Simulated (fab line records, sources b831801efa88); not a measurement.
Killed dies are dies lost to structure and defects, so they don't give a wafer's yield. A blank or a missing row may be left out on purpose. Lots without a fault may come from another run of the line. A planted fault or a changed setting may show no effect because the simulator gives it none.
Which tool did it? | flow gf180mcu | 6 lots, 18 wafers sampled, at 2 steps of a route of 602

WHAT THE GAUGES READ, wafer by wafer
GF_PSD_RS_MEAS_14: measures by four-point-probe.
lot  | measured     | on            | NSD_RS (ohm/sq)
L441 | day 14 21:33 | film_metro-04 | 46.20 46.12 46.06
L443 | day 15 10:58 | film_metro-04 | 46.14 46.10 46.03
L447 | day 16 18:52 | film_metro-03 | 46.15 43.37 46.04 46.24 43.38 46.09
L449 | day 17 23:09 | film_metro-01 | 46.23 43.52 46.24 46.20 43.36 46.22
L457 | day 21 00:30 | film_metro-03 | 46.12 46.29 46.24
L459 | day 22 00:22 | film_metro-04 | 46.16 46.37 46.06

WHICH TOOL RAN EACH LOT (tool, then ch and the chambers of the sampled wafers, then the start)
lot  | GF_PSD_RTA_13
L441 | rtp_anneal-01 ch 0, day 14 21:28
L443 | rtp_anneal-01 ch 0, day 15 10:52
L447 | rtp_anneal-01 ch 0, day 16 18:46
L449 | rtp_anneal-01 ch 0, day 17 23:04
L457 | rtp_anneal-01 ch 0, day 21 00:25
L459 | rtp_anneal-01 ch 0, day 22 00:17
- GF_PSD_RTA_13: time 20 s.

THE ANSWER, worked out from the rows above alone
Rule: what is usual is taken from the lots themselves. Put in order of their means at a reading, lots are off if they are a third of the lots or fewer, leave a main group of 4 or more, and stand apart from it by a gap of 3 or more times the standard deviation of the main group's means; of several such gaps the widest counts. A main group whose means are all the same, to the digits that the tables above print for the reading, isn't used. A lot without any number at a reading at which 4 lots or more have one is off too. The other lots that the step has rows for count as sound.
Off: L447, L449, at GF_PSD_RS_MEAS_14 (NSD_RS). The main group: mean 46.16 ohm/sq, standard deviation 0.051.
A tool fits if, at a process step before that reading, it ran every lot that is off, and no sound lot after the first of them. The gauges at GF_PSD_RS_MEAS_14 are tried like those tools. None of those tried fits.

WHAT THE SIMULATOR HAD PUT IN
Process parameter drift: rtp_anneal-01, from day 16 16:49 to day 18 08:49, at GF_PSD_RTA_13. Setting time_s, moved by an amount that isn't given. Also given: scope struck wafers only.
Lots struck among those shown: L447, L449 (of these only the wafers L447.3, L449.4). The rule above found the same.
